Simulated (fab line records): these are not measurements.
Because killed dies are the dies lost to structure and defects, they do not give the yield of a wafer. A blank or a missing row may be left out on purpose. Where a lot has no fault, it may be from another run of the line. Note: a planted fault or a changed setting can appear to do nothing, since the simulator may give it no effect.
Which tool did it?	flow sky130	Sampling: 6 lots, 18 wafers, 4 of 708 route steps

WHAT THE GAUGES READ, wafer by wafer
SKY_PAD_OPEN_BOW_MEAS_13.
lot	measured	on	PAD_OPEN_BOW (um)
L988	day 46 02:49	film-metro-01	57 54 55
L990	day 46 21:26	film-metro-01	47 48 37
L993	day 47 14:17	film-metro-04	52 51 46
L101	day 49 09:05	film-metro-04	37 44 31
L104	day 50 05:55	film-metro-03	66 63 52
L107	day 50 10:10	film-metro-01	39 47 48

WHAT TOOL EACH LOT RAN ON (gives the tool, then ch and the chambers of the sampled wafers, and finally the start)
lot	SKY_FIELD_ISO_STRIP_16	SKY_PASSIVATION_STRIP_12	SKY_PAD_OPEN_STRIP_08
L988	plasma-asher-03 ch 0,1, day 2 10:25	plasma-asher-04 ch 0,1, day 45 02:43	plasma-asher-03 ch 0,1, day 46 00:43
L990	plasma-asher-03 ch 0,1, day 2 20:20	plasma-asher-03 ch 0,1, day 45 22:40	plasma-asher-03 ch 0,1, day 46 19:19
L993	plasma-asher-04 ch 0,1, day 3 13:28	plasma-asher-04 ch 0,1, day 46 16:28	plasma-asher-02 ch 0,1, day 47 12:06
L101	plasma-asher-04 ch 0,1, day 5 06:22	plasma-asher-03 ch 0,1, day 48 12:15	plasma-asher-01 ch 0,1, day 49 06:54
L104	plasma-asher-02 ch 0,1, day 5 23:50	plasma-asher-02 ch 0,1, day 49 11:10	plasma-asher-01 ch 0,1, day 50 03:49
L107	plasma-asher-03 ch 1, day 6 12:17	plasma-asher-03 ch 0,1, day 49 15:10	plasma-asher-01 ch 1, day 50 08:02
- SKY_FIELD_ISO_STRIP_16: strips in O2/N2.
- SKY_PASSIVATION_STRIP_12: strips in O2/N2.
- SKY_PAD_OPEN_STRIP_08: strips in O2/N2.

THE ANSWER, worked out from the rows above alone
Rule: what is usual is taken from the lots themselves. Put in order of their means at a reading, lots are off if they are a third of the lots or fewer, leave a main group of 4 or more, and stand apart from it by a gap of 3 or more times the standard deviation of the main group's means; of several such gaps the widest counts. Not used: any main group whose means are identical at the precision the tables above print for the reading. A lot without any number at a reading at which 4 lots or more have one is off too. All remaining lots with rows at the step are treated as sound.
None of the lots is off at any reading shown; this tells nothing.

WHAT THE SIMULATOR PUT IN
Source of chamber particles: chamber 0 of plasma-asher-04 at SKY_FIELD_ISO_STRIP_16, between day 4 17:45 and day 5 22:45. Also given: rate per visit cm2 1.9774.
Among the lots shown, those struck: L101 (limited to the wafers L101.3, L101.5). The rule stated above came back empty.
